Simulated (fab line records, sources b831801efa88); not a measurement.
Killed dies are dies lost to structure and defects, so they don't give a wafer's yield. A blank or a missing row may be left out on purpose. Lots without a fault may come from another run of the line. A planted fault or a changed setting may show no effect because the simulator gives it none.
Tool commonality check | flow gf180mcu | 13 lots, 39 wafers sampled

WHY IT WAS OPENED
At GF_VT_IMPLANT_OVL_MEAS_40 the reading VT_IMPLANT_03_OVL is flagged on 2 of 13 lots. Wafers without a fault read -0.1 nm, standard deviation 1.2.
Rule: a lot is flagged when every wafer of it that has a number lies more than 4 standard deviations from that mean, or none has a number. The other lots count as sound.

lot  | measured     | on         | VT_IMPLANT_03_OVL (nm), wafer by wafer | flag
L433 | day 7 13:06  | overlay-02 | -1.0 -1.0 1.0                          |
L434 | day 7 19:39  | overlay-01 | -1.3 0.3 -1.5                          |
L435 | day 7 22:47  | overlay-01 | 2.7 2.9 1.2                            |
L436 | day 8 06:27  | overlay-02 | 0.1 0.7 -2.1                           |
L437 | day 8 14:59  | overlay-01 | 0.1 -0.7 -0.8                          |
L438 | day 8 22:03  | overlay-02 | 0.0 -0.5 -0.3                          |
L440 | day 9 10:53  | overlay-02 | -1.1 -0.4 0.8                          |
L442 | day 9 23:30  | overlay-01 | 1.3 1.5 1.4                            |
L446 | day 11 06:17 | overlay-02 | -155.5 -154.8 -155.0                   | FLAGGED
L447 | day 11 08:30 | overlay-01 | -156.1 -157.8 -155.5                   | FLAGGED
L449 | day 12 01:27 | overlay-02 | 0.0 0.0 0.9                            |
L453 | day 13 02:23 | overlay-01 | -0.4 0.2 -0.6                          |
L454 | day 13 09:54 | overlay-01 | 0.3 -2.0 0.3                           |
The numbers of the flagged lots are -155.8 nm on average: -155.7 nm against the usual, or -99 or more standard deviations.

WHICH TOOL RAN EACH LOT
The record holds 2 process steps before the reading, out of a route of 602 steps. In each cell: the tool, then ch and the chambers that the sampled wafers went through, then the start.
lot  | flag    | GF_VT_IMPLANT_STRIP_31               | GF_VT_IMPLANT_EXPOSE_37
L433 |         | plasma_asher-02 ch 0,1, day 6 21:35  | iline_stepper-01 ch 0, day 7 05:07
L434 |         | plasma_asher-01 ch 0,1, day 7 03:34  | iline_stepper-02 ch 0, day 7 11:55
L435 |         | plasma_asher-02 ch 0,1, day 7 06:50  | iline_stepper-02 ch 0, day 7 14:50
L436 |         | plasma_asher-01 ch 0,1, day 7 14:26  | iline_stepper-01 ch 0, day 7 22:35
L437 |         | plasma_asher-01 ch 0,1, day 7 22:41  | iline_stepper-01 ch 0, day 8 06:53
L438 |         | plasma_asher-01 ch 0,1, day 8 05:29  | iline_stepper-02 ch 0, day 8 14:02
L440 |         | plasma_asher-03 ch 0, day 8 17:44    | iline_stepper-02 ch 0, day 9 02:11
L442 |         | plasma_asher-02 ch 0,1, day 9 06:08  | iline_stepper-02 ch 0, day 9 15:14
L446 | FLAGGED | plasma_asher-02 ch 0,1, day 10 11:41 | iline_stepper-01 ch 0, day 10 21:23
L447 | FLAGGED | plasma_asher-03 ch 0,1, day 10 14:22 | iline_stepper-01 ch 0, day 10 23:47
L449 |         | plasma_asher-01 ch 0,1, day 11 07:08 | iline_stepper-02 ch 0, day 11 16:29
L453 |         | plasma_asher-01 ch 0,1, day 12 07:37 | iline_stepper-02 ch 0, day 12 17:13
L454 |         | plasma_asher-01 ch 0,1, day 12 14:04 | iline_stepper-02 ch 0, day 12 23:56
What these steps do:
- GF_VT_IMPLANT_STRIP_31: strips in O2/N2.
- GF_VT_IMPLANT_EXPOSE_37: exposes mask Nwell HV AREA, target cd 860 nm.
- GF_VT_IMPLANT_OVL_MEAS_40

FLAGGED OVER TOTAL, TOOL BY TOOL (the gauges that took the reading come last)
step                      | tool             | lots run | flagged | share of the flagged lots | sound lots run after its first flagged lot
GF_VT_IMPLANT_STRIP_31    | plasma_asher-01  | 7        | 0       | none                      | -
GF_VT_IMPLANT_STRIP_31    | plasma_asher-02  | 4        | 1       | some                      | 0
GF_VT_IMPLANT_STRIP_31    | plasma_asher-03  | 2        | 1       | some                      | 0
GF_VT_IMPLANT_EXPOSE_37   | iline_stepper-01 | 5        | 2       | all                       | 0
GF_VT_IMPLANT_EXPOSE_37   | iline_stepper-02 | 8        | 0       | none                      | -
GF_VT_IMPLANT_OVL_MEAS_40 | overlay-01       | 7        | 1       | some                      | 2 (L453,L454)
GF_VT_IMPLANT_OVL_MEAS_40 | overlay-02       | 6        | 1       | some                      | 1 (L449)

WHAT THE TABLE ALLOWS
1 row of the table ran every flagged lot: iline_stepper-01 at GF_VT_IMPLANT_EXPOSE_37.
- iline_stepper-01 at GF_VT_IMPLANT_EXPOSE_37: 2 of its 5 lots flagged. Its last sound lot is L437 (day 8 06:53), its first flagged lot L446 (day 10 21:23): a fault that began between those two fits.
One tool is left: iline_stepper-01 at GF_VT_IMPLANT_EXPOSE_37.

WHAT THE SIMULATOR HAD PUT IN
Scanner matching overlay: iline_stepper-01, from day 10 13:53 on, at GF_VT_IMPLANT_EXPOSE_37. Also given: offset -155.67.
Lots struck among those shown: L446, L447. The rule above found the same.
